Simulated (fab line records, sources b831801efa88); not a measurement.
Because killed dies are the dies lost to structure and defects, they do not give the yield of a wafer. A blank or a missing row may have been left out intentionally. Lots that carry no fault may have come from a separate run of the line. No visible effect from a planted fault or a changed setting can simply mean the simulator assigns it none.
Chamber matching || flow gf180mcu || cmp-02 running GF_V5_CMP_26: 4 sister chambers
The step polishes, stops on SiO2, t overpolish 15 s, target thk 0 nm. 7 wafers are shown with their chamber, then 6 later ones without.

== EACH WAFER AND ITS CHAMBER ==
{"wafer": "L131.1", "chamber": 1, "motor_current_A (A)": 10.2, "slurry_filter_dp_kPa (kPa)": 13.64}
{"wafer": "L131.2", "chamber": 2, "motor_current_A (A)": 11.2, "slurry_filter_dp_kPa (kPa)": 13.25}
{"wafer": "L136.3", "chamber": 1, "motor_current_A (A)": 10.3, "slurry_filter_dp_kPa (kPa)": 13.76}
{"wafer": "L144.6", "chamber": 3, "motor_current_A (A)": 8.9, "slurry_filter_dp_kPa (kPa)": 13.69}
{"wafer": "L152.2", "chamber": 3, "motor_current_A (A)": 9.5, "slurry_filter_dp_kPa (kPa)": 13.40}
{"wafer": "L152.4", "chamber": 0, "motor_current_A (A)": 9.7, "slurry_filter_dp_kPa (kPa)": 13.25}
{"wafer": "L152.6", "chamber": 0, "motor_current_A (A)": 9.6, "slurry_filter_dp_kPa (kPa)": 13.46}

== WAFERS WITHOUT THEIR CHAMBER ==
{"wafer": "L153.2", "motor_current_A (A)": 9.5, "slurry_filter_dp_kPa (kPa)": 13.60}
{"wafer": "L153.3", "motor_current_A (A)": 9.7, "slurry_filter_dp_kPa (kPa)": 13.54}
{"wafer": "L153.5", "motor_current_A (A)": 9.4, "slurry_filter_dp_kPa (kPa)": 13.72}
{"wafer": "L154.1", "motor_current_A (A)": 9.9, "slurry_filter_dp_kPa (kPa)": 13.21}
{"wafer": "L154.3", "motor_current_A (A)": 9.5, "slurry_filter_dp_kPa (kPa)": 13.42}
{"wafer": "L154.5", "motor_current_A (A)": 10.6, "slurry_filter_dp_kPa (kPa)": 13.43}

== CHAMBER TAKEN BY EACH ==
{"wafer": "L153.2", "from the rows above": "can't be placed: 3 or 0 or 1", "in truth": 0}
{"wafer": "L153.3", "from the rows above": "can't be placed: 0 or 3 or 1", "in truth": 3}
{"wafer": "L153.5", "from the rows above": "can't be placed: 3 or 0 or 1", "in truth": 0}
{"wafer": "L154.1", "from the rows above": 0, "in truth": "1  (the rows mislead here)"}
{"wafer": "L154.3", "from the rows above": "can't be placed: 0 or 3", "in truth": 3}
{"wafer": "L154.5", "from the rows above": "can't be placed: 1 or 2 or 0", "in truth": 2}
Correctly placed: 0 of 6. Unplaceable from these rows: 5, with the true chamber sitting among the candidates in 5. Wrongly placed: 1.
How it was worked out, from the rows above alone: a wafer's distance from a chamber is the root of the sum, over the readings, of the square of ((its reading less the chamber's mean) divided by the reading's scatter). The wafer belongs to the nearest chamber; if the next one is less than 2 further off, it can't be placed. Each chamber's mean is taken over the wafers shown for it. How the scatter is found: for the shown wafers, subtract from each reading the mean of its chamber, square and add these, divide the total by (wafers less chambers), then take the root.
